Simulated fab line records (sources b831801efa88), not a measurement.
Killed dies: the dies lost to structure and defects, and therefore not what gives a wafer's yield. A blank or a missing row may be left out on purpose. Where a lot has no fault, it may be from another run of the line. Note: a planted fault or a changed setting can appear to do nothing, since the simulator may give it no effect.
The tool behind it: which one? ; flow sky130 ; 12 lots with 35 wafers sampled at 3 steps, on a route of 708 steps

WHAT THE GAUGES SHOWED, per wafer
SKY_VT_ADJUST_LVTN_OVL_MEAS_18. Usual: VT_ADJUST_LVTN_01_OVL -0.5 nm, standard deviation 1.4.
lot;measured;on;VT_ADJUST_LVTN_01_OVL (nm);flag
L195;day 7 19:08;overlay-02;-3.2 -2.3 -4.3;
L196;day 8 00:13;overlay-01;-1.9 0.2 0.1;
L197;day 8 09:52;overlay-01;0.2 0.8 1.1;
L198;day 8 16:11;overlay-01;1.3 0.9 1.6;
L201;day 9 10:11;overlay-02;-0.5 -3.0 -2.1;
L202;day 9 14:50;overlay-02;-1.1 0.8 -0.1;
L203;day 10 03:16;overlay-01;-0.8 1.3 1.0;
L204;day 10 08:50;overlay-01;0.4 1.5 1.2;
L205;day 10 09:54;overlay-01;-1.1 -1.6 -1.9;
L211;day 12 03:17;overlay-01;-0.6 -0.5;
L215;day 13 06:52;overlay-01;-0.5 -1.1 0.0;
L216;day 13 13:24;overlay-01;1.7 1.4 0.1;

SKY_VT_ADJUST_NCORE_TW_MEAS_11. Usual: VT_ADJUST_NCORE_TW 220.3, standard deviation 1.1.
lot;measured;on;VT_ADJUST_NCORE_TW;flag
L195;day 8 14:28;film_metro-01;220.3 220.3 221.0;
L196;day 8 20:05;film_metro-01;220.7 219.8 219.6;
L197;day 9 06:08;film_metro-03;219.9 219.5 221.6;
L198;day 9 12:34;film_metro-01;220.8 220.5 221.5;
L201;day 10 07:14;film_metro-02;221.1 222.6 221.7;
L202;day 10 11:44;film_metro-01;219.6 221.1 221.5;
L203;day 11 01:25;film_metro-01;221.4 221.1 220.6;
L204;day 11 07:29;film_metro-03;220.3 219.7 219.7;
L205;day 11 08:07;film_metro-02;221.0 220.9 219.7;
L211;day 13 03:28;film_metro-01;218.8 220.7;
L215;day 14 08:08;film_metro-03;219.4 218.3 219.0;
L216;day 14 14:50;film_metro-03;219.6 219.7 219.5;

SKY_GATE_OXIDE_TW_MEAS_14. Usual: GATE_OXIDE_TW 226.9, standard deviation 1.3.
lot;measured;on;GATE_OXIDE_TW;flag
L195;day 13 17:28;film_metro-02;226.1 226.1 226.4;
L196;day 13 21:42;film_metro-04;225.9 227.3 228.1;
L197;day 14 09:12;film_metro-01;225.6 225.7 225.0;
L198;day 14 20:03;film_metro-04;226.3 228.1 228.0;
L201;day 15 18:42;film_metro-01;227.2 226.0 226.5;
L202;day 15 22:11;film_metro-04;228.9 229.1 228.5;
L203;day 16 13:28;film_metro-01;227.1 225.8 226.3;
L204;day 16 19:23;film_metro-04;227.9 228.6 227.9;
L205;day 17 00:11;film_metro-02;226.5 225.2 226.0;
L211;day 19 04:58;film_metro-04;228.3 228.1;
L215;day 20 17:52;film_metro-01;226.5 225.8 227.6;
L216;day 21 00:57;film_metro-04;227.7 228.2 229.5;

WHICH TOOL RAN EACH LOT (tool, then ch and the chambers of the sampled wafers, then the start)
The record holds no process step before these readings.

AS READ BY THE TOOLS THEMSELVES (means over the sampled wafers that have a number; for cases with no such wafer, the mark the record gives instead)
The record holds no such reading with a usual standard deviation.

THE ANSWER, worked out from the rows above alone
Rule: lot off if the mean of its wafers having a number is beyond 3 standard deviations from the usual mean. A lot without any number at a reading at which 4 lots or more have one is off too. All remaining lots with rows at the step are treated as sound. The gauges are gone through in route order, then the tools' own readings, and for those a lot's mean is taken as printed above. At the first step where some lot is off, the reading lying furthest off is the one used; lots without a number count as furthest.
None of the lots is off at any reading shown; this tells nothing.

WHAT WAS PUT IN BY THE SIMULATOR
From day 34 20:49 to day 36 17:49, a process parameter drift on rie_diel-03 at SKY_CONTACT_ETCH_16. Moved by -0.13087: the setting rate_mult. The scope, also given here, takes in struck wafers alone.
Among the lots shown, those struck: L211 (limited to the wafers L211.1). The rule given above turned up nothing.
